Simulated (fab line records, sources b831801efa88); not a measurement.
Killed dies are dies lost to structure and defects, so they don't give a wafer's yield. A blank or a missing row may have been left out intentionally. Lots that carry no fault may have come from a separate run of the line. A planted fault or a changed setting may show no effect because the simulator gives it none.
A lot that was struck, set against a sound lot | flow sky130 | 16 out of 708 route steps
Sound: these wafers, L242.1, L242.3, L242.4. Struck: wafers L247.1, L247.2, L247.6. The cause is named last.
Each step with rows lists, per side, the tool, then ch with its chambers, then its first start. Under that, the readings that differ: sound wafers | struck wafers | difference of the means | sigmas: that difference in standard deviations of wafers without a fault.
alike: readings whose means differ by less than 2 such deviations, and words and numbers that are the same on both sides. not compared: withheld readings, readings that some wafer has no value for, bounds like >300 that may hide the same value, and numbers for which the record gives no deviation and whose values overlap.
A row with sigmas, a row that says differs or no value, or rows on one side alone: a step with any of these is where the two part. Numbers that don't overlap but have no deviation are shown without sigmas and don't part them. A reading missing from all wafers of one side parts the sides only when that side holds two or more wafers.

first, 5 steps without rows for these wafers: SKY_POLY_GATE_COAT_08 (resist thk 450 nm); SKY_POLY_GATE_SOFTBAKE_09 (time 90 s); SKY_POLY_GATE_EXPOSE_10 (exposes mask P1M, target cd 150 nm); SKY_POLY_GATE_PEB_11; SKY_POLY_GATE_DEVELOP_12 (develop time 60 s).
SKY_POLY_GATE_CD_MEAS_13: target cd 150 nm.
  struck on cd-sem-01, day 22 10:52; sound on cd-sem-02, day 19 15:30
  alike: cd-nm
SKY_POLY_GATE_OVL_MEAS_14:
  struck on overlay-02, day 22 10:59; sound on overlay-01, day 19 15:37
  reading            | sound     | struck | difference | sigmas
  POLY_GATE_OVL (nm) | -9 -9 -10 | 5 -2 5 | +12        | +2
SKY_POLY_GATE_ETCH_15: etches BARC in N2/H2, stops on SiO2, time 118.5 s, target depth 110 nm.
  sound on rie-diel-01 ch 0,1,3, day 19 15:40; struck on rie-diel-03 ch 0,1, day 22 11:01
  alike: chamber-pressure-mTorr, drypump-motor-current-A, oes-product-au, throttle-valve-pct
  not compared: rf-hours-counter-h
SKY_POLY_GATE_ETCH_16: etches Si3N4 in CH3F/O2, stops on poly-Si, time 147.5 s, target depth 75 nm.
  sound on rie-diel-01 ch 0,1,3, day 19 15:44; struck on rie-diel-03 ch 0,1, day 22 11:07
  alike: chamber-pressure-mTorr, drypump-motor-current-A, oes-product-au, throttle-valve-pct
  not compared: rf-hours-counter-h
SKY_POLY_GATE_ETCH_17: etches poly-Si in HBr/Cl2, stops on SiO2, target depth 180 nm, time 70.5 s.
  sound on rie-si-01 ch 0,1,3, day 19 15:50; struck on rie-si-02 ch 0,2,3, day 22 11:12
  alike: chamber-pressure-mTorr, drypump-motor-current-A, oes-product-au, throttle-valve-pct
  not compared: rf-hours-counter-h
SKY_POLY_GATE_STRIP_18: strips in O2/N2.
  sound on plasma-asher-02 ch 0,1, day 19 15:53; struck on plasma-asher-02 ch 0,1, day 22 11:16
  alike: chamber-pressure-mTorr, drypump-motor-current-A, oes-product-au, strip-time-to-endpoint-s
  not compared: rf-hours-counter-h
then, 1 step without rows for these wafers: SKY_POLY_GATE_CLEAN_19 (cleans in SC1/SC2, time 150 s).
SKY_POLY_GATE_OXIDATION_20: stabilise 600 s, purge 300 s, target thk 4 nm.
  sound on furnace-02 ch 0, day 19 16:03; struck on furnace-02 ch 0, day 22 11:50
  reading                                          | sound                | struck               | difference | sigmas
  spike-tc-bottom-C (C)                            | 866.2 869.7 869.2    | 900.9 903.4 900.6    | +33.3      | +20
  spike-tc-centre-C (C)                            | 849.4 851.4 849.5    | 884.4 882.7 883.7    | +33.5      | +34
  spike-tc-lower-C (C)                             | 850.5 851.3 850.5    | 883.2 884.5 885.4    | +33.6      | +34
  spike-tc-top-C (C)                               | 862.0 861.9 862.0    | 896.9 894.8 894.8    | +33.5      | +16
  spike-tc-upper-C (C)                             | 850.0 850.6 852.0    | 884.8 885.7 884.5    | +34.1      | +31
  tube-center-temp-C (C)                           | 850.07 849.85 850.07 | 883.44 883.44 883.38 | +33.42     | +99 or more
  tube_center_temp_C_max                           | 852.1 852.0 852.2    | 885.6 886.3 885.4    | +33.7      | +91
  zone-power-bottom-pct (%)                        | 25.7 25.8 26.0       | 28.5 28.3 28.1       | +2.5       | +4
  model.SiO2_of_POLY_GATE_OXIDATION_20.thk-nm (nm) | 4.008 3.987 3.982    | 5.971 5.932 5.971    | +1.966     |
  alike: zone-power-lower-pct
SKY_POLY_GATE_THK_MEAS_21:
  struck on film-metro-03, day 22 13:05; sound on film-metro-02, day 19 17:18
  reading                      | sound          | struck         | difference | sigmas
  POLY_GATE_OXIDATION_THK (nm) | 3.99 3.96 4.01 | 5.98 5.92 5.93 | +1.96      | +24
SKY_POLY_GATE_CD_MEAS_22:
  struck on cd-sem-02, day 22 13:08; sound on cd-sem-02, day 19 17:22
  alike: cd-nm
-- a jump in the record: the struck wafers' starts before and after are 27 days apart (it breaks off in module POLY_GATE and resumes in module PAD_OPEN, where the first step shown is number 708 of the route) --
SKY_PAD_OPEN_PROBE_99:
  struck on prober-01, day 49 20:03; sound on prober-02, day 48 00:15
  reading                           | sound             | struck            | difference | sigmas
  model.etest.tip-sonos.rs-ohm-sq   | 2659 2632 2614    | 3090 3010 3049    | +415       |
  model.etest.tip-p.rs-ohm-sq       | 6911 6912 6895    | 7298 7174 7236    | +330       |
  model.etest.pfet_01v8.r-on-ohm-um | 2898 2953 2894    | 3088 3165 3191    | +233       |
  model.etest.res-pdiff.line-ohm-um | 1346 1402 1388    | 1434 1419 1431    | +49        |
  model.etest.tip-n.rs-ohm-sq       | 445.4 445.2 447.8 | 477.8 473.5 474.6 | +29.2      |
  model.etest.nfet_01v8.r-on-ohm-um | 829.7 839.9 838.8 | 869.1 900.2 900   | +53.6      |
  model.etest.res-ndiff.line-ohm-um | 750.5 765.8 766.4 | 795 773 790.5     | +25        |
  alike: killed_at_M0_to_M3, killed_at_M4_up, killed-at-contacts, killed-at-front-end, killed-at-other, killed-dies, killed-open, killed-short
  not compared: model.etest.sonos-uncharged.r-on-ohm-um

WHERE THEY PART
First at SKY_POLY_GATE_OVL_MEAS_14; last, within this record, at SKY_POLY_GATE_THK_MEAS_21. Later steps at which nothing parts them and some readings are alike: SKY_POLY_GATE_CD_MEAS_22, SKY_PAD_OPEN_PROBE_99.

WHY: what the simulator had put in
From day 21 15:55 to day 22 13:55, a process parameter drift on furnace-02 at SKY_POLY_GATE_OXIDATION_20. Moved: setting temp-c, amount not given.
